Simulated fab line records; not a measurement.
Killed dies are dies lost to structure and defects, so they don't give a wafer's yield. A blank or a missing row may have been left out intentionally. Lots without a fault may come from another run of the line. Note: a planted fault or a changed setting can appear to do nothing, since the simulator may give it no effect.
fab line records ; flow gf180mcu ; part 1 of 2: steps 1 to 26 of 36
record lots=5; wafers=15; last-day=34
route steps=602 shown PSD@261 NSD@262 SAB@264 SALICIDE@278 CONTACT@287
lots that met no fault: taken from a fault-free run of the same line
start-h: hours from the record's opening day to when the first of the lot's shown wafers began ; wait-h: time in hours since the lot's previous step ; " unchanged from the row above ; L1.1+2: several wafers, shown together as one row ; - either no value or no given start ; * or withheld: withheld ; < > ~ a bound
route shown NAME@n: a module of which the file shows steps, and the number in the route of the first ; usual: mean/standard deviation taken from wafers without a fault ; same: alike in all rows ; chamber/n: place in a boat ; sites: readings site by site ; _std_site: the values' standard deviation ; _edge_site: mean of outer sites minus mean of inner sites ; radius-mm: how far each site lies from the wafer's centre ; mask NAME#n: copy n ; behind: tool/chamber where the wafer was last shaped ; hold: what put the lot on hold/how long, in hours/how the hold closed ; device: the n, p or np transistor that did not switch ; end of line: tests of these same wafers at the route's end ; a step given without rows: its recipe and nothing more ; killed: count of dies lost to structure and defects at first sort (not the wafer's yield) ; map: shows each die of a wafer: x if killed, . if not, _ if none is there
set.NAME: setting as actually run; set.NAME@STEP: the setting as run at that earlier step ; model.NAME: the simulator's own value behind a step, which no gauge read
a table for each step, a row for each wafer; lots at some steps of the route
services: the hour from which a tool's chamber was out of use, counted from the record's first day as start-h (under 0 if before that day), plus the number of hours and why
## steps
# step GF_PSD_RTA_13
# recipe temp-c=1025; time-s=20; ambient=N2
# usual lamp-power-pct=33.1/1.9; wafer_temp_C_max=1028.3/1
lot.wafer;tool;chamber;start-h;wait-h;lamp-power-pct;wafer_temp_C_max
L074.1;rtp-anneal-01;0;319.57;0.0;31.4;1029.6
L074.2;rtp-anneal-01;0;319.57;0.0;31.4;1029.7
L074.6;rtp-anneal-01;0;319.57;0.0;31.4;1029.8
L075.1;rtp-anneal-02;0;324.07;0.0;35.1;1027.0
L075.4;rtp-anneal-02;0;324.07;0.0;35.1;1027.4
L075.5;rtp-anneal-02;0;324.07;0.0;35.1;1027.8
L080.4;rtp-anneal-02;0;365.26;0.0;35.2;1026.8
L080.5;rtp-anneal-02;0;365.26;0.0;35.1;1027.4
L080.6;rtp-anneal-02;0;365.26;0.0;35.1;1026.9
L092.1;rtp-anneal-02;0;469.47;0.0;35.1;1028.5
L092.3;rtp-anneal-02;0;469.47;0.0;35.1;1027.3
L092.4;rtp-anneal-02;0;469.47;0.0;35.1;1028.0
L096.1;rtp-anneal-01;0;514.57;0.0;31.4;1029.2
L096.4;rtp-anneal-01;0;514.57;0.0;31.4;1028.5
L096.5;rtp-anneal-01;0;514.57;0.0;31.4;1027.7
# step GF_PSD_RS_MEAS_14
# recipe thk-meas-gauge=four-point-probe
# usual NSD_RS=46.16/0.087
lot.wafer;tool;chamber;start-h;wait-h;NSD_RS[ohm/sq]
L074.1;film-metro-03;-;319.66;0.1;46.10
L074.2;film-metro-03;-;319.66;0.1;46.02
L074.6;film-metro-03;-;319.66;0.1;45.96
L075.1;film-metro-03;-;324.15;0.1;46.10
L075.4;film-metro-03;-;324.15;0.1;46.05
L075.5;film-metro-03;-;324.15;0.1;46.15
L080.4;film-metro-03;-;365.36;0.1;46.17
L080.5;film-metro-03;-;365.36;0.1;46.14
L080.6;film-metro-03;-;365.36;0.1;46.15
L092.1;film-metro-01;-;469.56;0.1;46.15
L092.3;film-metro-01;-;469.56;0.1;46.02
L092.4;film-metro-01;-;469.56;0.1;46.19
L096.1;film-metro-03;-;514.66;0.1;46.18
L096.4;film-metro-03;-;514.66;0.1;46.25
L096.5;film-metro-03;-;514.66;0.1;46.20
# step GF_PSD_RS_MEAS_15
# recipe thk-meas-gauge=four-point-probe
# usual PSD_RS=108.62/0.27
lot.wafer;tool;chamber;start-h;wait-h;PSD_RS[ohm/sq]
L074.1;film-metro-03;-;319.78;0.1;108.31
L074.2;film-metro-03;-;319.78;0.1;108.29
L074.6;film-metro-03;-;319.78;0.1;108.00
L075.1;film-metro-03;-;324.27;0.1;108.65
L075.4;film-metro-03;-;324.27;0.1;108.43
L075.5;film-metro-03;-;324.27;0.1;108.52
L080.4;film-metro-03;-;365.48;0.1;108.47
L080.5;film-metro-03;-;365.48;0.1;108.54
L080.6;film-metro-03;-;365.48;0.1;108.57
L092.1;film-metro-01;-;469.68;0.1;108.75
L092.3;film-metro-01;-;469.68;0.1;108.48
L092.4;film-metro-01;-;469.68;0.1;108.31
L096.1;film-metro-03;-;514.78;0.1;108.39
L096.4;film-metro-03;-;514.78;0.1;108.87
L096.5;film-metro-03;-;514.78;0.1;108.16
# step GF_SAB_CVD_00
# recipe material=SiO2; target-thk-nm=50; precursor=TEOS; temp-c=400; time-s=4.9302; rf-w=600
# usual heater-power-w=652/68; rf-fwd-power-W=588.1/2.2
lot.wafer;tool;chamber;start-h;wait-h;heater-power-w;rf-fwd-power-W
L074.1;pecvd-02;0;319.90;0.1;590;585.0
L074.2;pecvd-02;1;319.90;0.1;536;587.6
L074.6;pecvd-02;2;319.90;0.1;699;590.8
L075.1;pecvd-01;1;324.39;0.1;595;585.8
L075.4;pecvd-01;0;324.39;0.1;674;591.1
L075.5;pecvd-01;1;324.39;0.1;597;585.3
L080.4;pecvd-04;1;365.55;0.0;759;585.6
L080.5;pecvd-04;2;365.55;0.0;617;586.2
L080.6;pecvd-04;0;365.55;0.0;692;591.0
L092.1;pecvd-02;1;469.80;0.1;644;589.2
L092.3;pecvd-02;0;469.80;0.1;634;586.5
L092.4;pecvd-02;1;469.80;0.1;644;588.8
L096.1;pecvd-04;2;514.90;0.1;623;586.8
L096.4;pecvd-04;2;514.90;0.1;613;587.8
L096.5;pecvd-04;1;514.90;0.1;685;585.8
# step GF_SAB_THK_MEAS_01
# recipe reads=SiO2_of_SAB_CVD_00
# usual SAB_CVD_00_THK=50.1/0.62
lot.wafer;tool;chamber;start-h;wait-h;SAB_CVD_00_THK[nm]
L074.1;film-metro-01;-;319.91;0.0;49.5
L074.2;film-metro-01;-;319.91;0.0;49.9
L074.6;film-metro-01;-;319.91;0.0;50.9
L075.1;film-metro-01;-;324.41;0.0;50.4
L075.4;film-metro-01;-;324.41;0.0;50.1
L075.5;film-metro-01;-;324.41;0.0;51.0
L080.4;film-metro-01;-;365.59;0.0;50.3
L080.5;film-metro-01;-;365.59;0.0;50.6
L080.6;film-metro-01;-;365.59;0.0;50.4
L092.1;film-metro-02;-;469.82;0.0;49.6
L092.3;film-metro-02;-;469.82;0.0;49.6
L092.4;film-metro-02;-;469.82;0.0;50.4
L096.1;film-metro-02;-;514.91;0.0;49.3
L096.4;film-metro-02;-;514.91;0.0;49.5
L096.5;film-metro-02;-;514.91;0.0;50.9
# step GF_SAB_DEHYDRATE_02
# recipe temp-c=200; time-s=60
# usual chill-plate-temp-C=22.99/0.12
lot.wafer;tool;chamber;start-h;wait-h;chill-plate-temp-C
L074.1;litho-track-04;0;330.10;10.2;23.15
L074.2;litho-track-04;0;330.10;10.2;23.03
L074.6;litho-track-04;0;330.10;10.2;23.15
L075.1;litho-track-04;0;334.40;10.0;22.97
L075.4;litho-track-04;0;334.40;10.0;22.96
L075.5;litho-track-04;0;334.40;10.0;23.16
L080.4;litho-track-01;0;376.23;10.6;22.95
L080.5;litho-track-01;0;376.23;10.6;23.03
L080.6;litho-track-01;0;376.23;10.6;22.89
L092.1;litho-track-01;0;480.75;10.9;23.11
L092.3;litho-track-01;0;480.75;10.9;23.09
L092.4;litho-track-01;0;480.75;10.9;23.09
L096.1;litho-track-03;0;525.30;10.4;23.27
L096.4;litho-track-03;0;525.30;10.4;23.22
L096.5;litho-track-03;0;525.30;10.4;23.13
# step GF_SAB_HMDS_03
# recipe prime-time-s=60; prime-temp-c=120
# usual chill-plate-temp-C=22.99/0.11
lot.wafer;tool;chamber;start-h;wait-h;chill-plate-temp-C
L074.1;litho-track-04;0;330.25;0.1;22.77
L074.2;litho-track-04;0;330.25;0.1;22.87
L074.6;litho-track-04;0;330.25;0.1;22.94
L075.1;litho-track-04;0;334.55;0.1;23.00
L075.4;litho-track-04;0;334.55;0.1;22.97
L075.5;litho-track-04;0;334.55;0.1;22.99
L080.4;litho-track-01;0;376.38;0.1;23.01
L080.5;litho-track-01;0;376.38;0.1;23.03
L080.6;litho-track-01;0;376.38;0.1;22.99
L092.1;litho-track-01;0;480.90;0.1;22.87
L092.3;litho-track-01;0;480.90;0.1;22.96
L092.4;litho-track-01;0;480.90;0.1;22.86
L096.1;litho-track-03;0;525.45;0.1;23.03
L096.4;litho-track-03;0;525.45;0.1;23.09
L096.5;litho-track-03;0;525.45;0.1;23.09
# step GF_SAB_COAT_04
# recipe resist=NOVOLAK; spin-rpm=3000; resist-thk-nm=1000
# usual chill-plate-temp-C=23.00/0.11
lot.wafer;tool;chamber;start-h;wait-h;chill-plate-temp-C
L074.1;litho-track-04;0;330.40;0.1;23.01
L074.2;litho-track-04;0;330.40;0.1;22.87
L074.6;litho-track-04;0;330.40;0.1;23.03
L075.1;litho-track-04;0;334.70;0.1;23.22
L075.4;litho-track-04;0;334.70;0.1;22.87
L075.5;litho-track-04;0;334.70;0.1;23.03
L080.4;litho-track-01;0;376.53;0.1;22.96
L080.5;litho-track-01;0;376.53;0.1;22.82
L080.6;litho-track-01;0;376.53;0.1;22.91
L092.1;litho-track-01;0;481.05;0.1;23.12
L092.3;litho-track-01;0;481.05;0.1;23.15
L092.4;litho-track-01;0;481.05;0.1;23.11
L096.1;litho-track-03;0;525.60;0.1;23.07
L096.4;litho-track-03;0;525.60;0.1;23.04
L096.5;litho-track-03;0;525.60;0.1;22.91
# step GF_SAB_SOFTBAKE_05
# recipe temp-c=90; time-s=60; resist=NOVOLAK
# usual chill-plate-temp-C=23.01/0.12
lot.wafer;tool;chamber;start-h;wait-h;chill-plate-temp-C
L074.1;litho-track-04;0;330.55;0.1;23.09
L074.2;litho-track-04;0;330.55;0.1;22.88
L074.6;litho-track-04;0;330.55;0.1;23.03
L075.1;litho-track-04;0;334.85;0.1;23.18
L075.4;litho-track-04;0;334.85;0.1;23.21
L075.5;litho-track-04;0;334.85;0.1;23.13
L080.4;litho-track-01;0;376.68;0.1;22.90
L080.5;litho-track-01;0;376.68;0.1;23.16
L080.6;litho-track-01;0;376.68;0.1;23.07
L092.1;litho-track-01;0;481.20;0.1;22.96
L092.3;litho-track-01;0;481.20;0.1;22.99
L092.4;litho-track-01;0;481.20;0.1;23.00
L096.1;litho-track-03;0;525.75;0.1;23.05
L096.4;litho-track-03;0;525.75;0.1;23.07
L096.5;litho-track-03;0;525.75;0.1;22.99
# step GF_SAB_EXPOSE_06
# recipe mask-id=SAB; target-cd-nm=420; na=0.6; source-shape=conventional; sigma-outer=0.6; dose-mj=140
lot.wafer;tool;chamber;start-h;wait-h;mask
L074.1+2+6;iline-stepper-01;0;-;-;SAB#0
L075.1+4+5;iline-stepper-02;0;-;-;SAB#0
L080.4+5+6;iline-stepper-01;0;-;-;SAB#0
L092.1+3+4;iline-stepper-01;0;-;-;SAB#0
L096.1+4+5;iline-stepper-02;0;-;-;SAB#0
# step GF_SAB_PEB_07
# recipe temp-c=withheld; time-s=*; resist=NOVOLAK
# usual chill-plate-temp-C=*
lot.wafer;tool;chamber;start-h;wait-h;chill-plate-temp-C
L074.1;litho-track-03;0;-;-;*
L074.2;litho-track-03;0;-;-;*
L074.6;litho-track-03;0;-;-;*
L075.1;litho-track-01;0;-;-;*
L075.4;litho-track-01;0;-;-;*
L075.5;litho-track-01;0;-;-;*
L080.4;litho-track-03;0;-;-;*
L080.5;litho-track-03;0;-;-;*
L080.6;litho-track-03;0;-;-;*
L092.1;litho-track-04;0;-;-;*
L092.3;litho-track-04;0;-;-;*
L092.4;litho-track-04;0;-;-;*
L096.1;litho-track-01;0;-;-;*
L096.4;litho-track-01;0;-;-;*
L096.5;litho-track-01;0;-;-;*
# step GF_SAB_DEVELOP_08
# recipe develop-time-s=60; dev-temp-c=23
# usual chill-plate-temp-C=23.00/0.1
lot.wafer;tool;chamber;start-h;wait-h;chill-plate-temp-C
L074.1;litho-track-03;0;341.50;0.1;23.07
L074.2;litho-track-03;0;341.50;0.1;23.03
L074.6;litho-track-03;0;341.50;0.1;23.10
L075.1;litho-track-01;0;345.81;0.1;23.03
L075.4;litho-track-01;0;345.81;0.1;23.12
L075.5;litho-track-01;0;345.81;0.1;23.11
L080.4;litho-track-03;0;388.12;0.1;23.13
L080.5;litho-track-03;0;388.12;0.1;23.03
L080.6;litho-track-03;0;388.12;0.1;22.96
L092.1;litho-track-04;0;493.35;0.1;22.98
L092.3;litho-track-04;0;493.35;0.1;23.04
L092.4;litho-track-04;0;493.35;0.1;22.96
L096.1;litho-track-01;0;537.55;0.1;23.03
L096.4;litho-track-01;0;537.55;0.1;23.03
L096.5;litho-track-01;0;537.55;0.1;23.08
# step GF_SAB_CD_MEAS_09
# recipe target-cd-nm=420
# usual cd-nm=420.1/2.2
lot.wafer;tool;chamber;start-h;wait-h;cd-nm
L074.1;cd-sem-01;-;341.65;0.1;418.4
L074.2;cd-sem-01;-;341.65;0.1;416.0
L074.6;cd-sem-01;-;341.65;0.1;417.6
L075.1;cd-sem-02;-;345.96;0.1;421.5
L075.4;cd-sem-02;-;345.96;0.1;418.0
L075.5;cd-sem-02;-;345.96;0.1;419.4
L080.4;cd-sem-02;-;388.26;0.1;422.6
L080.5;cd-sem-02;-;388.26;0.1;424.0
L080.6;cd-sem-02;-;388.26;0.1;421.0
L092.1;cd-sem-02;-;493.50;0.1;419.0
L092.3;cd-sem-02;-;493.50;0.1;419.5
L092.4;cd-sem-02;-;493.50;0.1;419.4
L096.1;cd-sem-02;-;537.70;0.1;420.4
L096.4;cd-sem-02;-;537.70;0.1;419.9
L096.5;cd-sem-02;-;537.70;0.1;420.2
# step GF_SAB_OVL_MEAS_10
# usual SAB_OVL=0.4/1.4
lot.wafer;tool;chamber;start-h;wait-h;SAB_OVL[nm]
L074.1;overlay-02;-;341.77;0.1;0.4
L074.2;overlay-02;-;341.77;0.1;0.3
L074.6;overlay-02;-;341.77;0.1;1.2
L075.1;overlay-01;-;346.08;0.1;-2.0
L075.4;overlay-01;-;346.08;0.1;-0.1
L075.5;overlay-01;-;346.08;0.1;0.5
L080.4;overlay-02;-;388.34;0.1;1.0
L080.5;overlay-02;-;388.34;0.1;1.8
L080.6;overlay-02;-;388.34;0.1;2.1
L092.1;overlay-02;-;493.62;0.1;1.5
L092.3;overlay-02;-;493.62;0.1;4.5
L092.4;overlay-02;-;493.62;0.1;5.1
L096.1;overlay-01;-;537.82;0.1;-0.9
L096.4;overlay-01;-;537.82;0.1;-0.2
L096.5;overlay-01;-;537.82;0.1;1.1
# step GF_SAB_ETCH_11
# recipe chemistry=C4F8/O2/Ar; mask-material=NOVOLAK; target=SiO2; target-depth-nm=55; source-w=1500; bias-w=1200; pressure-mtorr=40; c4f8-flow-sccm=withheld; O2_flow_sccm=6; Ar_flow_sccm=300; time-s=8.5
# usual oes-product-au=1.000/0.0078; rf-fwd-power-W=1471/7.2
lot.wafer;tool;chamber;start-h;wait-h;oes-product-au;rf-fwd-power-W;rf-hours-counter-h
L074.1;rie-diel-03;0;341.80;0.0;1.002;1479;118
L074.2;rie-diel-03;1;341.80;0.0;0.995;1481;119
L074.6;rie-diel-03;3;341.80;0.0;0.994;1478;-
L075.1;rie-diel-01;2;346.11;0.0;1.019;1477;24
L075.4;rie-diel-01;1;346.11;0.0;1.015;1466;79
L075.5;rie-diel-01;1;346.11;0.0;1.003;1466;-
L080.4;rie-diel-01;3;388.35;0.0;0.998;1468;101
L080.5;rie-diel-01;3;388.35;0.0;1.004;1465;-
L080.6;rie-diel-01;2;388.35;0.0;1.006;1474;-
L092.1;rie-diel-03;3;493.65;0.0;0.988;1478;8
L092.3;rie-diel-03;0;493.65;0.0;0.992;1471;2
L092.4;rie-diel-03;1;493.65;0.0;1.002;1487;2
L096.1;rie-diel-03;0;537.86;0.0;0.980;1472;3
L096.4;rie-diel-03;3;537.86;0.0;1.002;1469;9
L096.5;rie-diel-03;2;537.86;0.0;0.995;1469;-
# step GF_SAB_WET_ETCH_12
# recipe chemistry=dHF; target-depth-nm=22; dry=n2-spin; target=SiO2; temp-c=25; dilution=100:1; time-s=440
lot.wafer;tool;chamber;start-h;wait-h
L074.1+2+6;wet-bench-04;3;341.83;0.0
L075.1+4+5;wet-bench-04;3;346.13;0.0
L080.4+5+6;wet-bench-02;0;388.38;0.0
L092.1+3+4;wet-bench-02;2;493.67;0.0
L096.1+4+5;wet-bench-01;0;537.88;0.0
# step GF_SAB_STRIP_13
# recipe chemistry=O2/N2; power-w=1400; pressure-mtorr=1500; platen-temp-c=250; o2-flow-sccm=3000; n2-flow-sccm=300; overash-fraction=0.5
# usual drypump-motor-current-A=5.7/0.47; heater-power-w=332/21; oes-product-au=0.709/0.0041; platen-temp-c=250.03/0.18; strip-time-to-endpoint-s=12.61/0.03
# same overash-fraction=0.5
lot.wafer;tool;chamber;start-h;wait-h;drypump-motor-current-A;heater-power-w;oes-product-au;platen-temp-c;rf-hours-counter-h;strip-time-to-endpoint-s
L074.1;plasma-asher-01;0;341.96;0.0;5.1;348;0.704;250.06;55;12.58
L074.2;plasma-asher-01;1;341.96;0.0;5.0;387;0.709;250.29;55;12.55
L074.6;plasma-asher-01;1;341.96;0.0;5.0;374;0.711;250.19;-;12.54
L075.1;plasma-asher-03;1;346.26;0.0;5.7;307;0.704;249.99;70;12.63
L075.4;plasma-asher-03;1;346.26;0.0;5.7;320;0.708;249.94;-;12.61
L075.5;plasma-asher-03;0;346.26;0.0;5.5;302;0.709;249.87;-;12.63
L080.4;plasma-asher-03;1;388.54;0.0;5.7;315;0.714;250.11;-;12.58
L080.5;plasma-asher-03;1;388.54;0.0;5.7;322;0.705;249.73;-;12.61
L080.6;plasma-asher-03;0;388.54;0.0;5.5;310;0.705;250.29;-;12.64
L092.1;plasma-asher-03;0;493.80;0.0;5.5;303;0.703;250.06;86;12.59
L092.3;plasma-asher-03;1;493.80;0.0;5.7;327;0.713;249.67;-;12.58
L092.4;plasma-asher-03;0;493.80;0.0;5.5;303;0.715;249.93;-;12.58
L096.1;plasma-asher-03;0;538.01;0.0;5.5;301;0.709;250.20;91;12.63
L096.4;plasma-asher-03;1;538.01;0.0;5.7;319;0.708;249.79;-;12.61
L096.5;plasma-asher-03;1;538.01;0.0;5.7;315;0.708;250.20;-;12.62
# step GF_SALICIDE_CLEAN_00
# recipe chemistry=SC1/SC2; mix=1:4:20; temp-c=70; time-s=150
# usual bath-guard-temp-C=69.9/0.57
lot.wafer;tool;chamber;start-h;wait-h;bath-guard-temp-C
L074.1;wet-bench-01;1;342.06;0.1;69.6
L074.2;wet-bench-01;1;342.06;0.1;69.5
L074.6;wet-bench-01;1;342.06;0.1;69.7
L075.1;wet-bench-04;0;346.36;0.1;69.0
L075.4;wet-bench-04;0;346.36;0.1;69.0
L075.5;wet-bench-04;0;346.36;0.1;68.9
L080.4;wet-bench-03;3;388.61;0.0;70.4
L080.5;wet-bench-03;3;388.61;0.0;70.3
L080.6;wet-bench-03;3;388.61;0.0;70.5
L092.1;wet-bench-03;1;493.90;0.1;71.0
L092.3;wet-bench-03;1;493.90;0.1;70.8
L092.4;wet-bench-03;1;493.90;0.1;71.0
L096.1;wet-bench-03;1;538.11;0.1;70.8
L096.4;wet-bench-03;1;538.11;0.1;71.0
L096.5;wet-bench-03;1;538.11;0.1;70.5
# step GF_SALICIDE_WET_ETCH_01
# recipe chemistry=dHF; target-depth-nm=5; dry=ipa-marangoni; target=SiO2; temp-c=25; dilution=100:1; time-s=100
lot.wafer;tool;chamber;start-h;wait-h
L074.1+2+6;wet-bench-04;2;342.11;0.0
L075.1+4+5;wet-bench-03;0;346.41;0.0
L080.4+5+6;wet-bench-04;1;388.66;0.0
L092.1+3+4;wet-bench-01;3;493.95;0.0
L096.1+4+5;wet-bench-04;2;538.16;0.0
# step GF_SALICIDE_SPUTTER_02
# recipe material=Co; target-thk-nm=10; power-w=1012; time-s=20; chamber-pressure-pa=0.4
# usual throttle-valve-pct=30.7/0.97
lot.wafer;tool;chamber;start-h;wait-h;throttle-valve-pct
L074.1;pvd-sputter-04;-;342.14;0.0;29.7
L074.2;pvd-sputter-04;-;342.14;0.0;31.2
L074.6;pvd-sputter-04;-;342.14;0.0;30.9
L075.1;pvd-sputter-01;-;346.45;0.0;31.2
L075.4;pvd-sputter-01;-;346.45;0.0;32.9
L075.5;pvd-sputter-01;-;346.45;0.0;29.9
L080.4;pvd-sputter-03;-;388.69;0.0;30.0
L080.5;pvd-sputter-03;-;388.69;0.0;29.3
L080.6;pvd-sputter-03;-;388.69;0.0;30.4
L092.1;pvd-sputter-04;-;493.99;0.0;29.8
L092.3;pvd-sputter-04;-;493.99;0.0;31.0
L092.4;pvd-sputter-04;-;493.99;0.0;31.1
L096.1;pvd-sputter-01;-;538.20;0.0;31.4
L096.4;pvd-sputter-01;-;538.20;0.0;30.1
L096.5;pvd-sputter-01;-;538.20;0.0;30.0
# step GF_SALICIDE_SPUTTER_03
# recipe material=TiN; target-thk-nm=20; power-w=6500; time-s=16.7; chamber-pressure-pa=0.4
# usual throttle-valve-pct=30.7/0.99
lot.wafer;tool;chamber;start-h;wait-h;throttle-valve-pct
L074.1;pvd-sputter-04;-;342.17;0.0;29.8
L074.2;pvd-sputter-04;-;342.17;0.0;31.1
L074.6;pvd-sputter-04;-;342.17;0.0;31.3
L075.1;pvd-sputter-01;-;346.48;0.0;31.5
L075.4;pvd-sputter-01;-;346.48;0.0;33.1
L075.5;pvd-sputter-01;-;346.48;0.0;29.8
L080.4;pvd-sputter-03;-;388.72;0.0;30.6
L080.5;pvd-sputter-03;-;388.72;0.0;29.7
L080.6;pvd-sputter-03;-;388.72;0.0;30.1
L092.1;pvd-sputter-04;-;494.02;0.0;29.7
L092.3;pvd-sputter-04;-;494.02;0.0;30.9
L092.4;pvd-sputter-04;-;494.02;0.0;31.2
L096.1;pvd-sputter-01;-;538.22;0.0;31.2
L096.4;pvd-sputter-01;-;538.22;0.0;30.3
L096.5;pvd-sputter-01;-;538.22;0.0;30.0
# step GF_SALICIDE_RS_MEAS_04
# recipe thk-meas-gauge=four-point-probe; reads=TiN_of_SALICIDE_SPUTTER_03+Co_of_SALICIDE_SPUTTER_02
# usual SALICIDE_TIN_RS=15.99/0.2
lot.wafer;tool;chamber;start-h;wait-h;SALICIDE_TIN_RS[ohm/sq]
L074.1;film-metro-03;-;342.20;0.0;16.05
L074.2;film-metro-03;-;342.20;0.0;15.64
L074.6;film-metro-03;-;342.20;0.0;15.82
L075.1;film-metro-03;-;346.50;0.0;16.26
L075.4;film-metro-03;-;346.50;0.0;16.30
L075.5;film-metro-03;-;346.50;0.0;16.55
L080.4;film-metro-02;-;388.81;0.1;15.80
L080.5;film-metro-02;-;388.81;0.1;15.74
L080.6;film-metro-02;-;388.81;0.1;15.70
L092.1;film-metro-04;-;494.04;0.0;15.79
L092.3;film-metro-04;-;494.04;0.0;15.94
L092.4;film-metro-04;-;494.04;0.0;15.86
L096.1;film-metro-03;-;538.25;0.0;15.92
L096.4;film-metro-03;-;538.25;0.0;15.94
L096.5;film-metro-03;-;538.25;0.0;16.01
# step GF_SALICIDE_THK_MEAS_05
# recipe thk-meas-gauge=xrf; reads=TiN_of_SALICIDE_SPUTTER_03
# usual SALICIDE_TIN_THK=19.94/0.24
lot.wafer;tool;chamber;start-h;wait-h;SALICIDE_TIN_THK[nm]
L074.1;film-metro-03;-;342.32;0.1;20.04
L074.2;film-metro-03;-;342.32;0.1;20.29
L074.6;film-metro-03;-;342.32;0.1;20.12
L075.1;film-metro-03;-;346.62;0.1;19.80
L075.4;film-metro-03;-;346.62;0.1;19.61
L075.5;film-metro-03;-;346.62;0.1;19.66
L080.4;film-metro-02;-;388.90;0.1;19.90
L080.5;film-metro-02;-;388.90;0.1;19.84
L080.6;film-metro-02;-;388.90;0.1;20.00
L092.1;film-metro-04;-;494.16;0.1;20.40
L092.3;film-metro-04;-;494.16;0.1;20.33
L092.4;film-metro-04;-;494.16;0.1;20.27
L096.1;film-metro-03;-;538.37;0.1;19.87
L096.4;film-metro-03;-;538.37;0.1;19.84
L096.5;film-metro-03;-;538.37;0.1;19.72
# step GF_SALICIDE_RTA_06
# recipe temp-c=530; time-s=30; ambient=N2
# usual lamp-power-pct=6.0/0.33; wafer_temp_C_max=531.8/0.59
lot.wafer;tool;chamber;start-h;wait-h;lamp-power-pct;wafer_temp_C_max
L074.1;rtp-anneal-01;0;342.38;0.1;5.7;531.6
L074.2;rtp-anneal-01;0;342.38;0.1;5.7;532.0
L074.6;rtp-anneal-01;0;342.38;0.1;5.7;531.3
L075.1;rtp-anneal-01;0;346.68;0.1;5.7;531.9
L075.4;rtp-anneal-01;0;346.68;0.1;5.7;532.3
L075.5;rtp-anneal-01;0;346.68;0.1;5.7;532.6
L080.4;rtp-anneal-01;0;388.98;0.1;5.7;531.9
L080.5;rtp-anneal-01;0;388.98;0.1;5.7;532.3
L080.6;rtp-anneal-01;0;388.98;0.1;5.7;532.2
L092.1;rtp-anneal-02;0;494.22;0.1;6.4;531.1
L092.3;rtp-anneal-02;0;494.22;0.1;6.4;531.1
L092.4;rtp-anneal-02;0;494.22;0.1;6.4;531.4
L096.1;rtp-anneal-02;0;538.43;0.1;6.4;531.0
L096.4;rtp-anneal-02;0;538.43;0.1;6.4;531.0
L096.5;rtp-anneal-02;0;538.43;0.1;6.4;531.4
# step GF_SALICIDE_WET_ETCH_07
# recipe chemistry=SPM; target-depth-nm=120; dry=n2-spin
lot.wafer;tool;chamber;start-h;wait-h
L074.1+2+6;wet-bench-04;1;342.48;0.1
L075.1+4+5;wet-bench-03;2;346.78;0.1
L080.4+5+6;wet-bench-03;0;389.03;0.0
L092.1+3+4;wet-bench-03;2;494.32;0.1
L096.1+4+5;wet-bench-04;1;538.53;0.1
# step GF_SALICIDE_RTA_08
# recipe temp-c=800; time-s=30; ambient=N2
# usual lamp-power-pct=17.2/0.86; wafer_temp_C_max=802.3/0.74
lot.wafer;tool;chamber;start-h;wait-h;lamp-power-pct;wafer_temp_C_max
L074.1;rtp-anneal-02;0;342.57;0.0;17.7;801.8
L074.2;rtp-anneal-02;0;342.57;0.0;17.7;801.9
L074.6;rtp-anneal-02;0;342.57;0.0;17.7;801.7
L075.1;rtp-anneal-02;0;346.87;0.0;17.7;802.6
L075.4;rtp-anneal-02;0;346.87;0.0;17.7;802.1
L075.5;rtp-anneal-02;0;346.87;0.0;17.7;801.6
L080.4;rtp-anneal-02;0;389.17;0.1;17.7;801.7
L080.5;rtp-anneal-02;0;389.17;0.1;17.7;802.0
L080.6;rtp-anneal-02;0;389.17;0.1;17.7;802.2
L092.1;rtp-anneal-01;0;494.42;0.0;15.8;803.5
L092.3;rtp-anneal-01;0;494.42;0.0;15.8;803.6
L092.4;rtp-anneal-01;0;494.42;0.0;15.8;803.1
L096.1;rtp-anneal-01;0;538.62;0.0;15.8;802.7
L096.4;rtp-anneal-01;0;538.62;0.0;15.8;802.6
L096.5;rtp-anneal-01;0;538.62;0.0;15.8;804.1
